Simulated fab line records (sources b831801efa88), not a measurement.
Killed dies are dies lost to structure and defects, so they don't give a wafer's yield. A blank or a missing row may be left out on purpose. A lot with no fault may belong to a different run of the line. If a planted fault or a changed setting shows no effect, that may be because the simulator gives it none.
Which tool is to blame? | flow sky130 | 33 wafers from 11 lots sampled at 4 of the route's 708 steps

## WHAT THE GAUGES READ, wafer by wafer
SKY_METAL2_OVL_MEAS_16.
lot  | measured     | on         | METAL2_OVL (nm)
L175 | day 36 18:16 | overlay-01 | -2 -3 -6
L174 | day 36 19:38 | overlay-01 | -1 1 8
L180 | day 39 08:59 | overlay-01 | 4 3 3
L181 | day 39 10:59 | overlay-02 | -2 4 -1
L183 | day 39 11:59 | overlay-01 | -1 -1 2
L190 | day 40 21:52 | overlay-02 | 10 10 4
L191 | day 41 01:43 | overlay-01 | -5 -4 -2
L193 | day 42 14:17 | overlay-01 | 4 3 2

## EACH LOT AND THE TOOL THAT RAN IT (in order: tool; ch and the chambers of the sampled wafers; start)
lot  | SKY_CONTACT_CMP_27            | SKY_VIA1_ETCH_15                   | SKY_VIA1_CMP_24
L175 | cmp-01 ch 0,1, day 33 07:17   | rie_diel-04 ch 1,3, day 35 14:10   | cmp-02 ch 1,3, day 35 15:34
L174 | cmp-02 ch 0,1,2, day 33 08:50 | rie_diel-01 ch 1,3, day 35 15:38   | cmp-02 ch 0,3, day 35 16:49
L180 | cmp-02 ch 0,1,2, day 35 22:11 | rie_diel-04 ch 0,2, day 38 05:08   | cmp-01 ch 1,2,3, day 38 06:20
L181 | cmp-02 ch 1,2, day 36 01:44   | rie_diel-04 ch 0,1, day 38 08:18   | cmp-02 ch 0,1, day 38 09:19
L183 | cmp-01 ch 0,1,3, day 36 02:06 | rie_diel-02 ch 0,2,3, day 38 08:39 | cmp-01 ch 2,3, day 38 09:38
L186 | cmp-01 ch 0,1,2, day 36 18:44 | rie_diel-04 ch 1,3, day 39 00:31   | cmp-01 ch 0,3, day 39 01:32
L187 | cmp-02 ch 1,2,3, day 36 19:53 | rie_diel-01 ch 0,3, day 39 02:01   | cmp-01 ch 0,1, day 39 02:59
L188 | cmp-02 ch 0,1, day 37 00:20   | rie_diel-01 ch 0,1,3, day 39 05:26 | cmp-01 ch 2,3, day 39 06:24
L190 | cmp-02 ch 2,3, day 37 14:07   | rie_diel-02 ch 1,2, day 39 19:31   | cmp-02 ch 0,2,3, day 39 20:29
L191 | cmp-01 ch 1,3, day 37 20:35   | rie_diel-04 ch 0,1,2, day 40 01:00 | cmp-01 ch 1,2,3, day 40 02:02
L193 | cmp-02 ch 0,2,3, day 39 10:55 | rie_diel-02 ch 0,1,3, day 41 13:31 | cmp-02 ch 0,1,3, day 41 14:33
- SKY_CONTACT_CMP_27: polishes, stops on SiO2, t overpolish 15 s, target thk 0 nm.
- SKY_VIA1_ETCH_15: etches SiO2 in C4F8/O2/Ar, stops on TiN, target depth 351 nm, time 54 s.
- SKY_VIA1_CMP_24: polishes, stops on SiO2, t overpolish 15 s, target thk 0 nm.

## WHAT THE TOOLS THEMSELVES READ (means of the sampled wafers that have a number; where no wafer has one, the mark that the record gives instead)
SKY_CONTACT_CMP_27.
lot  | tool   | edge_zone_pressure_frac | head_pressure_psi (psi) | motor_current_A (A) | overpolish_run_s (s) | slurry_flow_ml_min | time_to_endpoint_s (s)
L175 | cmp-01 | 1.005                   | 3.491                   | 11.0                | 15.003               | 149.8              | 83.0
L174 | cmp-02 | 0.998                   | 3.500                   | 10.4                | 14.990               | 149.9              | 79.7
L180 | cmp-02 | 1.000                   | 3.497                   | 10.6                | 15.005               | 149.8              | 80.7
L181 | cmp-02 | 0.999                   | 3.503                   | 10.1                | 15.000               | 149.9              | 82.1
L183 | cmp-01 | 1.004                   | 3.506                   | 11.0                | 15.004               | 150.2              | 84.7
L186 | cmp-01 | 1.003                   | 3.504                   | 10.6                | 15.009               | 149.8              | 82.7
L187 | cmp-02 | 1.001                   | 3.503                   | 10.1                | 15.001               | 149.7              | 82.2
L188 | cmp-02 | 0.999                   | 3.504                   | 10.6                | 15.006               | 149.4              | 81.7
L190 | cmp-02 | 1.004                   | 3.499                   | 9.9                 | 15.001               | 149.7              | 84.8
L191 | cmp-01 | 0.998                   | 3.501                   | 11.2                | 15.001               | 149.8              | 84.4
L193 | cmp-02 | 1.001                   | 3.504                   | 10.3                | 15.011               | 150.3              | 78.1

SKY_VIA1_ETCH_15.
lot  | tool        | chamber_pressure_mTorr (mTorr) | oes_product_au (a.u.)
L175 | rie_diel-04 | 40.02                          | 0.981
L174 | rie_diel-01 | 39.99                          | 0.973
L180 | rie_diel-04 | 39.99                          | 0.973
L181 | rie_diel-04 | 40.01                          | 0.980
L183 | rie_diel-02 | 39.99                          | 0.984
L186 | rie_diel-04 | 39.98                          | 0.981
L187 | rie_diel-01 | 40.02                          | 0.985
L188 | rie_diel-01 | 40.04                          | 0.974
L190 | rie_diel-02 | 40.00                          | 0.990
L191 | rie_diel-04 | 39.99                          | 0.977
L193 | rie_diel-02 | 39.97                          | 0.969

SKY_VIA1_CMP_24.
lot  | tool   | edge_zone_pressure_frac | head_pressure_psi (psi) | motor_current_A (A) | overpolish_run_s (s) | slurry_flow_ml_min | time_to_endpoint_s (s)
L175 | cmp-02 | 1.004                   | 3.504                   | 10.2                | 14.999               | 149.9              | 61.3
L174 | cmp-02 | 0.999                   | 3.499                   | 10.7                | 14.999               | 149.8              | 61.2
L180 | cmp-01 | 1.004                   | 3.505                   | 10.8                | 14.996               | 149.4              | 67.9
L181 | cmp-02 | 0.993                   | 3.505                   | 10.8                | 14.998               | 150.3              | 65.0
L183 | cmp-01 | 1.002                   | 3.501                   | 10.2                | 15.006               | 150.3              | 64.2
L186 | cmp-01 | -                       | -                       | -                   | -                    | -                  | -
L187 | cmp-01 | -                       | -                       | -                   | -                    | -                  | -
L188 | cmp-01 | -                       | -                       | -                   | -                    | -                  | -
L190 | cmp-02 | 1.006                   | 3.501                   | 10.4                | 14.993               | 149.6              | 60.5
L191 | cmp-01 | 1.001                   | 3.501                   | 10.9                | 15.000               | 150.2              | 66.2
L193 | cmp-02 | 0.999                   | 3.503                   | 10.9                | 15.002               | 149.8              | 64.4

## THE ANSWER, worked out from the rows above alone
Rule: the lots themselves supply what counts as usual. Put in order of their means at a reading, lots are off if they are a third of the lots or fewer, leave a main group of 4 or more, and stand apart from it by a gap of 3 or more times the standard deviation of the main group's means; of several such gaps the widest counts. Not used: any main group whose means are identical at the precision the tables above print for the reading. Also off: a lot with no number at a reading for which 4 or more lots have one. Where the step has rows for the other lots, those lots are counted as sound. Order of review: gauges by route order, followed by the tools' own readings, for which a lot's mean as printed above is used. At the first step where some lot is off, the reading lying furthest off is the one used; lots without a number count as furthest.
Off at SKY_VIA1_CMP_24 (edge_zone_pressure_frac): L186, L187, L188. Without a number there: L186, L187, L188. The main group has a mean of 1.001 with a standard deviation of 0.0038.
If a tool, at that step or one of the process steps before it, ran each lot that is off and ran no sound lot following the first of them, it fits. No candidate that was tried fits.

## WHAT THE SIMULATOR PUT IN
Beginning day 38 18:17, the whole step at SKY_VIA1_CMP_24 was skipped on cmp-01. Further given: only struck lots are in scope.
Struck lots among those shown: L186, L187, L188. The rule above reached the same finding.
